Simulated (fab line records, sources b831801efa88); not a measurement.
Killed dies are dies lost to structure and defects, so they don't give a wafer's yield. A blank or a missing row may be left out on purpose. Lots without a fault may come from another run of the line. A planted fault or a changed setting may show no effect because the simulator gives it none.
Which tool did it? | flow gf180mcu | 14 lots, 41 wafers sampled, at 2 steps of a route of 602

WHAT THE GAUGES READ, wafer by wafer
GF_HV_LDD_RS_MEAS_53: measures by four-point-probe. Usual: HV_LDD_RS 418.1 ohm/sq, standard deviation 0.95.
lot  | measured     | on            | HV_LDD_RS (ohm/sq) | flag
L457 | day 12 11:26 | film_metro-01 | 418.3 418.2 418.6  |
L460 | day 13 07:54 | film_metro-03 | 418.8 419.1 418.9  |
L461 | day 13 12:38 | film_metro-01 | 418.3 418.8 418.6  |
L462 | day 14 00:20 | film_metro-04 | 417.2 417.3 418.0  |
L463 | day 14 09:36 | film_metro-01 | 417.2 416.8 416.4  |
L465 | day 15 06:17 | film_metro-03 | 417.9 417.2 419.1  |
L467 | day 15 17:59 | film_metro-03 | 416.8 418.0 418.7  |
L468 | day 15 23:51 | film_metro-04 | 417.3 417.4        |
L469 | day 16 14:10 | film_metro-03 | 417.0 417.7 416.5  |
L472 | day 17 13:21 | film_metro-04 | 418.0 418.0 418.0  |
L474 | day 18 01:32 | film_metro-01 | 419.1 418.5 417.9  |
L476 | day 18 21:02 | film_metro-03 | - - -              | OFF
L477 | day 19 02:30 | film_metro-01 | - - -              | OFF
L480 | day 20 08:41 | film_metro-04 | 417.8 416.3 416.1  |

WHICH TOOL RAN EACH LOT (tool, then ch and the chambers of the sampled wafers, then the start)
lot  | GF_HV_LDD_IMPLANT_34
L457 | implanter-02 ch 0, day 11 15:22
L460 | implanter-04 ch 0, day 12 11:49
L461 | implanter-03 ch 0, day 12 15:58
L462 | implanter-02 ch 0, day 13 03:49
L463 | implanter-04 ch 0, day 13 12:01
L465 | implanter-03 ch 0, day 14 07:52
L467 | implanter-02 ch 0, day 14 20:01
L468 | implanter-04 ch 0, day 15 00:58
L469 | implanter-02 ch 0, day 15 14:32
L472 | implanter-04 ch 0, day 16 14:04
L474 | implanter-02 ch 0, day 17 01:48
L476 | implanter-03 ch 0, day 17 20:28
L477 | implanter-03 ch 0, day 18 02:13
L480 | implanter-02 ch 0, day 19 08:46
- GF_HV_LDD_IMPLANT_34

WHAT THE TOOLS THEMSELVES READ (means of the sampled wafers that have a number; where no wafer has one, the mark that the record gives instead)
The record holds no such reading with a usual standard deviation.

THE ANSWER, worked out from the rows above alone
Rule: a lot is off if the mean of its wafers that have a number lies more than 3 standard deviations from the usual mean. A lot without any number at a reading at which 4 lots or more have one is off too. The other lots that the step has rows for count as sound. The gauges are gone through in route order, then the tools' own readings, and for those a lot's mean is taken as printed above. The first step at which some lot is off is used, and at that step the reading that is off furthest; a lot without a number counts as furthest.
Off: L476, L477, at GF_HV_LDD_RS_MEAS_53 (HV_LDD_RS). Without a number there: L476, L477.
A tool fits if, at a process step before that reading, it ran every lot that is off, and no sound lot after the first of them. The gauges at GF_HV_LDD_RS_MEAS_53 are tried like those tools. One fits: implanter-03 at GF_HV_LDD_IMPLANT_34. Its last sound lot is L465 (day 14 07:52), its first lot that is off L476 (day 17 20:28): a fault that began between those two fits.

WHAT THE SIMULATOR HAD PUT IN
Process parameter drift: implanter-03, from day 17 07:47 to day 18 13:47, at GF_HV_LDD_IMPLANT_34. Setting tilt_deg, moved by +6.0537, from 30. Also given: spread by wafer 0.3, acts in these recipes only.
Lots struck among those shown: L476, L477. The rule above found the same.
